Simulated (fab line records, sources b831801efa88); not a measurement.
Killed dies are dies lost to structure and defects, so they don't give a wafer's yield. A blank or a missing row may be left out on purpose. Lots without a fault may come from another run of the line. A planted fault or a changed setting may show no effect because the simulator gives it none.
Which tool did it? | flow sky130 | 12 lots, 36 wafers sampled, at 5 steps of a route of 708

WHAT THE GAUGES READ, wafer by wafer
SKY_GATE_OXIDE_TW_MEAS_14.
lot  | measured     | on            | GATE_OXIDE_TW
L216 | day 13 17:06 | film_metro-04 | 222.8 222.0 222.9
L217 | day 14 06:43 | film_metro-01 | 224.8 224.4 226.2
L221 | day 15 15:41 | film_metro-04 | 224.7 223.9 223.1
L224 | day 17 13:21 | film_metro-01 | 227.2 226.2 225.3
L225 | day 17 16:55 | film_metro-04 | 225.6 224.2 224.5
L226 | day 18 11:01 | film_metro-04 | 225.2 225.3 224.2
L229 | day 18 21:57 | film_metro-01 | 224.9 225.3 225.0
L230 | day 19 08:23 | film_metro-03 | 224.7 224.5 223.5
L233 | day 20 02:49 | film_metro-04 | 224.7 223.1 223.2
L237 | day 21 05:39 | film_metro-03 | 224.0 224.0 225.5
L238 | day 21 15:35 | film_metro-01 | 224.2 223.4 224.2
L239 | day 22 01:20 | film_metro-01 | 226.0 225.5 225.8

SKY_LDD_P_CD_MEAS_07: target cd 380 nm.
lot  | measured     | on        | cd_nm (nm)
L216 | day 18 22:17 | cd_sem-01 | 384.2 384.7 383.4
L217 | day 19 10:54 | cd_sem-01 | 382.1 382.6 384.0
L221 | day 20 23:11 | cd_sem-01 | 382.8 380.9 382.4
L224 | day 22 23:48 | cd_sem-02 | 380.8 381.0 381.3
L225 | day 23 04:21 | cd_sem-01 | 379.3 379.8 382.3
L226 | day 23 20:50 | cd_sem-02 | 384.0 381.2 380.9
L229 | day 24 08:33 | cd_sem-02 | 382.2 382.2 381.9
L230 | day 24 18:19 | cd_sem-02 | 381.6 384.1 380.6
L233 | day 25 10:12 | cd_sem-02 | 378.0 379.8 382.9
L237 | day 26 13:19 | cd_sem-01 | 374.1 372.9 371.2
L238 | day 26 21:08 | cd_sem-02 | 379.7 379.3 378.6
L239 | day 27 18:04 | cd_sem-02 | 372.9 372.3 372.2

SKY_LDD_HVN_TW_MEAS_10.
lot  | measured     | on            | LDD_HVN_TW
L216 | day 20 05:44 | film_metro-01 | 1435 1439 1447
L217 | day 20 17:16 | film_metro-02 | 1423 1428 1430
L221 | day 22 05:48 | film_metro-04 | 1446 1443 1436
L224 | day 24 05:50 | film_metro-02 | 1442 1431 1427
L225 | day 24 09:47 | film_metro-01 | 1432 1432 1436
L226 | day 25 02:25 | film_metro-04 | 1446 1449 1451
L229 | day 25 13:59 | film_metro-02 | 1434 1431 1426
L230 | day 26 00:03 | film_metro-01 | 1441 1433 1440
L233 | day 26 15:43 | film_metro-04 | 1439 1432 1445
L237 | day 27 18:57 | film_metro-01 | 1434 1435 1435
L238 | day 28 02:17 | film_metro-04 | 1432 1433 1430
L239 | day 28 21:53 | film_metro-02 | 1440 1427 1434

WHICH TOOL RAN EACH LOT (tool, then ch and the chambers of the sampled wafers, then the start)
lot  | SKY_POLY_GATE_ETCH_16              | SKY_LDD_P_DEVELOP_06
L216 | rie_diel-03 ch 0,1,3, day 16 05:48 | litho_track-01 ch 0, day 18 22:08
L217 | rie_diel-01 ch 0,1,3, day 16 20:21 | litho_track-02 ch 0, day 19 10:45
L221 | rie_diel-01 ch 0,1,2, day 18 05:50 | litho_track-03 ch 0, day 20 23:02
L224 | rie_diel-03 ch 0,3, day 20 07:51   | litho_track-02 ch 0, day 22 23:39
L225 | rie_diel-01 ch 0,2, day 20 12:11   | litho_track-03 ch 0, day 23 04:13
L226 | rie_diel-03 ch 0,1,3, day 21 05:27 | litho_track-02 ch 0, day 23 20:42
L229 | rie_diel-04 ch 0,1, day 21 14:58   | litho_track-02 ch 0, day 24 08:24
L230 | rie_diel-03 ch 1,3, day 22 01:26   | litho_track-03 ch 0, day 24 18:10
L233 | rie_diel-04 ch 0,1,3, day 22 20:21 | litho_track-02 ch 0, day 25 10:03
L237 | rie_diel-01 ch 0,1,3, day 23 23:09 | litho_track-02 ch 0, day 26 13:11
L238 | rie_diel-03 ch 1,2,3, day 24 07:41 | litho_track-01 ch 0, day 26 20:59
L239 | rie_diel-04 ch 1,3, day 25 04:21   | litho_track-02 ch 0, day 27 17:56
- SKY_POLY_GATE_ETCH_16: etches Si3N4 in CH3F/O2, stops on poly-Si, time 147.5 s, target depth 75 nm.
- SKY_LDD_P_DEVELOP_06: develop time 60 s.

WHAT THE TOOLS THEMSELVES READ (means of the sampled wafers that have a number; where no wafer has one, the mark that the record gives instead)
SKY_POLY_GATE_ETCH_16.
lot  | tool        | drypump_motor_current_A (A) | oes_product_au (a.u.) | throttle_valve_pct (%)
L216 | rie_diel-03 | 6.1                         | 0.634                 | 10.530
L217 | rie_diel-01 | 5.8                         | 0.636                 | 10.531
L221 | rie_diel-01 | 5.4                         | 0.640                 | 10.535
L224 | rie_diel-03 | 6.1                         | 0.637                 | 10.539
L225 | rie_diel-01 | 5.5                         | 0.635                 | 10.525
L226 | rie_diel-03 | 6.1                         | 0.637                 | 10.550
L229 | rie_diel-04 | 5.6                         | 0.643                 | 10.532
L230 | rie_diel-03 | 6.2                         | 0.647                 | 10.533
L233 | rie_diel-04 | 5.9                         | 0.640                 | 10.534
L237 | rie_diel-01 | 5.8                         | 0.638                 | 10.540
L238 | rie_diel-03 | 6.3                         | 0.638                 | 10.545
L239 | rie_diel-04 | 5.9                         | 0.640                 | 10.541

SKY_LDD_P_DEVELOP_06.
lot  | tool           | chill_plate_temp_C (C) | developer_temp_C (C)
L216 | litho_track-01 | 23.00                  | 22.99
L217 | litho_track-02 | 22.86                  | 23.12
L221 | litho_track-03 | 23.14                  | 23.00
L224 | litho_track-02 | 22.85                  | 22.92
L225 | litho_track-03 | 22.92                  | 22.92
L226 | litho_track-02 | 23.05                  | 23.02
L229 | litho_track-02 | 22.91                  | 22.85
L230 | litho_track-03 | 22.92                  | 23.02
L233 | litho_track-02 | 22.98                  | 22.98
L237 | litho_track-02 | 22.93                  | 25.27
L238 | litho_track-01 | 22.98                  | 23.01
L239 | litho_track-02 | 22.88                  | 25.23

THE ANSWER, worked out from the rows above alone
Rule: what is usual is taken from the lots themselves. Put in order of their means at a reading, lots are off if they are a third of the lots or fewer, leave a main group of 4 or more, and stand apart from it by a gap of 3 or more times the standard deviation of the main group's means; of several such gaps the widest counts. A main group whose means are all the same, to the digits that the tables above print for the reading, isn't used. A lot without any number at a reading at which 4 lots or more have one is off too. The other lots that the step has rows for count as sound. The gauges are gone through in route order, then the tools' own readings, and for those a lot's mean is taken as printed above. The first step at which some lot is off is used, and at that step the reading that is off furthest; a lot without a number counts as furthest.
Off: L237, L239, at SKY_LDD_P_CD_MEAS_07 (cd_nm). The main group: mean 381.6 nm, standard deviation 1.3.
A tool fits if, at a process step before that reading, it ran every lot that is off, and no sound lot after the first of them. The gauges at SKY_LDD_P_CD_MEAS_07 aren't tried: what is off there is off at SKY_LDD_P_DEVELOP_06 too, on other tools, and a gauge's error can't cause that. One fits: litho_track-02 at SKY_LDD_P_DEVELOP_06. Its last sound lot is L233 (day 25 10:03), its first lot that is off L237 (day 26 13:11): a fault that began between those two fits.
The tool's own readings at SKY_LDD_P_DEVELOP_06 bear it out: on the lots that are off they differ by more than 5 times the standard deviation of the sound lots' means. developer_temp_C reads 25.25 C there against 22.98 C on the sound lots.

WHAT THE SIMULATOR HAD PUT IN
Process parameter drift: litho_track-02, from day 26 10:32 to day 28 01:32, at SKY_LDD_P_DEVELOP_06. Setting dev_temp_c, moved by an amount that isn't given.
Lots struck among those shown: L237, L239. The rule above found the same.
